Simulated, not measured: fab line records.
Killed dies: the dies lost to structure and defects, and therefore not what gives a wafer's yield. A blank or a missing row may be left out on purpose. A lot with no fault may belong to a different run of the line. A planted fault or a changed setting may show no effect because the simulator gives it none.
The tool behind it: which one? + flow sfq line + 14 lots, 42 wafers sampled, at 1 step of a route of 325

## WHAT THE GAUGES SHOWED, per wafer
The record holds no reading of a measuring or inspecting step that can be judged against a usual standard deviation.

## TOOL THAT RAN EACH LOT (tool first, then ch and the chambers of the sampled wafers, then the start)
| lot  | SFQ_TRILAYER_I0_VIA_BARC_OPEN_VIA_ETCH_046 |
|------|--------------------------------------------|
| L103 | rie diel-02 ch 0,1,2, day 11 03:37         |
| L104 | rie diel-02 ch 0,1, day 11 07:13           |
| L105 | rie diel-04 ch 1,2,3, day 11 13:13         |
| L107 | rie diel-02 ch 2,3, day 12 06:01           |
| L108 | rie diel-04 ch 2,3, day 12 09:37           |
| L112 | rie diel-01 ch 0,1, day 13 06:47           |
| L113 | rie diel-02 ch 1,2, day 14 19:59           |
| L114 | rie diel-02 ch 0,1,2, day 15 04:23         |
| L115 | rie diel-02 ch 0,2, day 15 15:11           |
| L117 | rie diel-04 ch 0,3, day 16 04:17           |
| L119 | rie diel-04 ch 0,1,3, day 18 03:24         |
| L122 | rie diel-02 ch 0,3, day 18 22:37           |
| L123 | rie diel-01 ch 1,2,3, day 19 11:48         |
| L124 | rie diel-02 ch 0,2, day 19 14:12           |
- SFQ_TRILAYER_I0_VIA_BARC_OPEN_VIA_ETCH_046: etches BARC in O2, target depth 125 nm, time 41.7 s.

## AS READ BY THE TOOLS THEMSELVES (means over the sampled wafers that have a number; for cases with no such wafer, the mark the record gives instead)
SFQ_TRILAYER_I0_VIA_BARC_OPEN_VIA_ETCH_046. Usual: bias w 80.03 W, standard deviation 0.25; drypump motor current A 5.7 A, standard deviation 0.57; oes product au 0.685 a.u., standard deviation 0.0042.
| lot  | tool        | bias w (W) | drypump motor current A (A) | oes product au (a.u.) | flag |
|------|-------------|------------|-----------------------------|-----------------------|------|
| L103 | rie diel-02 | 79.78      | 5.6                         | 0.686                 |      |
| L104 | rie diel-02 | 79.88      | 5.3                         | 0.684                 |      |
| L105 | rie diel-04 | 80.06      | 6.0                         | 0.685                 |      |
| L107 | rie diel-02 | 79.95      | 5.7                         | 0.682                 |      |
| L108 | rie diel-04 | 80.20      | 6.1                         | 0.684                 |      |
| L112 | rie diel-01 | 80.08      | 5.0                         | 0.687                 |      |
| L113 | rie diel-02 | 80.05      | 5.1                         | 0.687                 |      |
| L114 | rie diel-02 | 75.30      | 5.6                         | 0.688                 | OFF  |
| L115 | rie diel-02 | 75.43      | 5.9                         | 0.686                 | OFF  |
| L117 | rie diel-04 | 80.06      | 6.0                         | 0.686                 |      |
| L119 | rie diel-04 | 79.91      | 6.0                         | 0.689                 |      |
| L122 | rie diel-02 | 80.07      | 6.2                         | 0.685                 |      |
| L123 | rie diel-01 | 80.18      | 5.6                         | 0.686                 |      |
| L124 | rie diel-02 | 80.18      | 6.1                         | 0.685                 |      |

## THE ANSWER, worked out from the rows above alone
Rule: lot off if the mean of its wafers having a number is beyond 3 standard deviations from the usual mean. A lot without any number at a reading at which 4 lots or more have one is off too. All remaining lots with rows at the step are treated as sound. First the gauges in route order, then the tools' own readings, where a lot's mean is used as printed above. At the first step where some lot is off, the reading lying furthest off is the one used; lots without a number count as furthest.
Off: L114, L115 (SFQ_TRILAYER_I0_VIA_BARC_OPEN_VIA_ETCH_046, bias w).
A tool fits if, at that step or a process step before it, it ran every lot that is off, and no sound lot after the first of them. None of those tried fits.

## WHAT THE SIMULATOR HAD PUT IN
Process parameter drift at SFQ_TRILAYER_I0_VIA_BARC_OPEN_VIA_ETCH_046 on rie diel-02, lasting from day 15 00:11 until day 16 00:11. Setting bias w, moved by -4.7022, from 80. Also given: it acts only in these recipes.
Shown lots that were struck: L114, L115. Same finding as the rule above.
